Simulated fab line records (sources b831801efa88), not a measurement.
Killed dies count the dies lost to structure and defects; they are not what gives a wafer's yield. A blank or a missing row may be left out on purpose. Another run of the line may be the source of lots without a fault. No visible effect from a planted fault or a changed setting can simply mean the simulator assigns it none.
8D (eight disciplines) problem report, filled in by code	flow sky130	the parts of the form that need people (team, actions taken, sign-off) are left out

1. THE PROBLEM
Wafers without a fault read 23.01 C, standard deviation 0.096; developer temp C at SKY_LDD_P_DEVELOP_06 reads a mean of 25.37 C on 6 wafers belonging to 2 lots. Measured from the usual mean, that is +25 standard deviations.
The step: develop time 60 s.
First observed at day 25 06:42: wafer L644.1, on litho track-04. Wafers with a number at this step in the record: 39, from 13 lots. Rule for "out" (also "out of limits"): further than 4 standard deviations from the usual mean. The other wafers with a number count as sound.

2. WHAT THIS IS AND IS NOT
question	is	is not
which readings at this step	developer temp C	exhaust pa
which lots	L644, L645	L627, L628, L629, L631, L632, L634, L636, L637, L646, L647, L648
which wafers of those lots	all that have a number	-
read on which tools	litho track-04	litho track-02, litho track-03
when	from day 25 06:42	up to then (24 sound wafers); but 9 sound wafers of L646, L647, L648 came after

3. WHAT RULES OUT EACH SUSPECT
Counting: any tool at a process step up to the reading is kept as a suspect provided that every lot that is out went through it and no sound lot did after the first of them.
- litho track-04 at SKY_LDD_P_DEVELOP_06 (develop time 60 s): kept. It processed each lot that is out, first L644 at day 25 06:42, and no sound lot thereafter; up to then, the last sound lot it processed was L637 at day 23 02:24. On those wafers its own readings are out: developer temp C.
Remaining after the count: litho track-04 at SKY_LDD_P_DEVELOP_06.

4. THE CAUSE (what the simulator had put in)
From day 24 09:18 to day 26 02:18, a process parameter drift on litho track-04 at SKY_LDD_P_DEVELOP_06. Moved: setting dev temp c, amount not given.
Counting left only this tool.

5. THE EFFECT CHAIN, in route order
Each row: a reading whose mean over the struck wafers that have a number lies more than 3 standard deviations from the usual. Scope: only readings with a usual standard deviation given in the record; hours: median across lots of the time from each lot's start at the first step in this table that gives one to its start at this step; sigmas: change in usual standard deviations.
hours	step	reading	usual	on struck wafers	change	sigmas
0	SKY_LDD_P_DEVELOP_06	developer temp C	23.01 C	25.37	+2.36	+25
The process steps in it:
- SKY_LDD_P_DEVELOP_06: develop time 60 s.
Later measuring or inspecting steps at which every struck wafer that the step has a row for has a number for every such reading, and none has moved that far: SKY_LDD_P_TW_MEAS_11, SKY_LDD_HVP_OVL_MEAS_07.

6. WHAT WOULD HAVE CAUGHT IT SOONER
In this record the first reading out of limits was taken at day 25 06:42, 21 hours after the fault began at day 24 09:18.
